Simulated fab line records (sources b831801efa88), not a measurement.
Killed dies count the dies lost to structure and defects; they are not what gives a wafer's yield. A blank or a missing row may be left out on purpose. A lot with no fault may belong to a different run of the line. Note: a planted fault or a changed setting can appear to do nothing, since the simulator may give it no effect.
Struck lot and sound lot, side by side || flow sky130 || 18 out of 708 route steps
Sound: the wafers L706.2, L706.3, L706.4. Wafers struck: L710.1, L710.2, L710.3. At the end, the cause is stated.
Order at every step that has rows: each side's tool, ch and its chambers, its first start. Under that, the readings that differ: sound wafers || struck wafers || difference of the means || sigmas: that difference in standard deviations of wafers without a fault.
alike: readings with means less than 2 such deviations apart, plus words and numbers identical on both sides. not compared: withheld readings, readings lacking a value on some wafer, bounds such as >300 that could conceal the same value, and numbers that have no deviation in the record and whose values overlap.
Wherever a step has rows on one side only, a row that says differs or no value, or a row with sigmas, the two part there. Numbers that have no deviation but don't overlap get no sigmas and don't part them. Lack of a reading on every wafer of one side parts them only where that side has two or more wafers.

first, 4 steps without rows for these wafers: SKY_PWDE_SOFTBAKE_03; SKY_PWDE_EXPOSE_04 (exposes mask PWDEM, target cd 840 nm); SKY_PWDE_PEB_05; SKY_PWDE_DEVELOP_06 (develop time 60 s).
SKY_PWDE_OVL_MEAS_07:
  struck on overlay-01, day 8 18:29; sound on overlay-01, day 7 18:18
  alike: PWDE_OVL
next, for these wafers, 1 step has no rows: SKY_PWDE_IMPLANT_08.
SKY_PWDE_STRIP_09: strips in O2/N2.
  sound on plasmaAsher-04 ch 0,1, day 7 18:29; struck on plasmaAsher-02 ch 0,1, day 8 18:41
  alike: chamberPressureMTorr, drypumpMotorCurrentA, oesProductAu, stripTimeToEndpointS
  not compared: rfHoursCounterH
SKY_PWDE_TW_MEAS_10:
  struck on filmMetro-01, day 8 18:47; sound on filmMetro-01, day 7 18:35
  alike: PWDE_TW
then, 4 steps without rows for these wafers: SKY_NWELL_DEHYDRATE_03 (time 60 s); SKY_NWELL_HMDS_04 (prime time 60 s); SKY_NWELL_COAT_05 (resist thk 3000 nm); SKY_NWELL_SOFTBAKE_06.
SKY_NWELL_EXPOSE_07: exposes mask NWM, target cd 840 nm.
  sound on ilineStepper-01 ch 0, day 8 04:00; struck on ilineStepper-01 ch 0, day 9 05:52
{"reading": "model.NWELL.overlayXNm (nm)", "sound": "-0.315 -0.315 -0.315", "struck": "186.2 186.2 186.2", "difference": "+186.5", "sigmas": ""}
  alike: mask
then, 2 steps without rows for these wafers: SKY_NWELL_PEB_08; SKY_NWELL_DEVELOP_09 (develop time 60 s).
SKY_NWELL_OVL_MEAS_10:
  struck on overlay-02, day 9 16:44; sound on overlay-01, day 8 14:20
{"reading": "NWELL_00_OVL (nm)", "sound": "0.0 -0.3 -1.8", "struck": "183.4 183.9 185.3", "difference": "+184.9", "sigmas": "+99 or more"}
next, for these wafers, 1 step has no rows: SKY_NWELL_IMPLANT_11.
-- the record jumps here: 41 days lie between the struck wafers' starts before and after (it left off in module NWELL and takes up again in module PAD_OPEN, whose first step shown is number 708 of the route) --
SKY_PAD_OPEN_PROBE_99:
  struck on prober-01, day 50 14:11; sound on prober-02, day 49 12:22
{"reading": "killedAtFrontEnd", "sound": "9 13 14", "struck": "434 412 419", "difference": "+410", "sigmas": "+95"}
{"reading": "killedDies", "sound": "80 98 91", "struck": "492 492 492", "difference": "+402", "sigmas": "+46"}
{"reading": "killedOnRim", "sound": "13 24 18", "struck": "96 96 96", "difference": "+78", "sigmas": "+22"}
  alike: killed_at_M0_to_M3, killed_at_M4_up, killedAtContacts, killedAtOther, killedOpen, killedShort

== WHERE THEY PART ==
Last at SKY_PAD_OPEN_PROBE_99 as far as this record goes, first at SKY_NWELL_OVL_MEAS_10.

WHY: whatever the simulator had introduced
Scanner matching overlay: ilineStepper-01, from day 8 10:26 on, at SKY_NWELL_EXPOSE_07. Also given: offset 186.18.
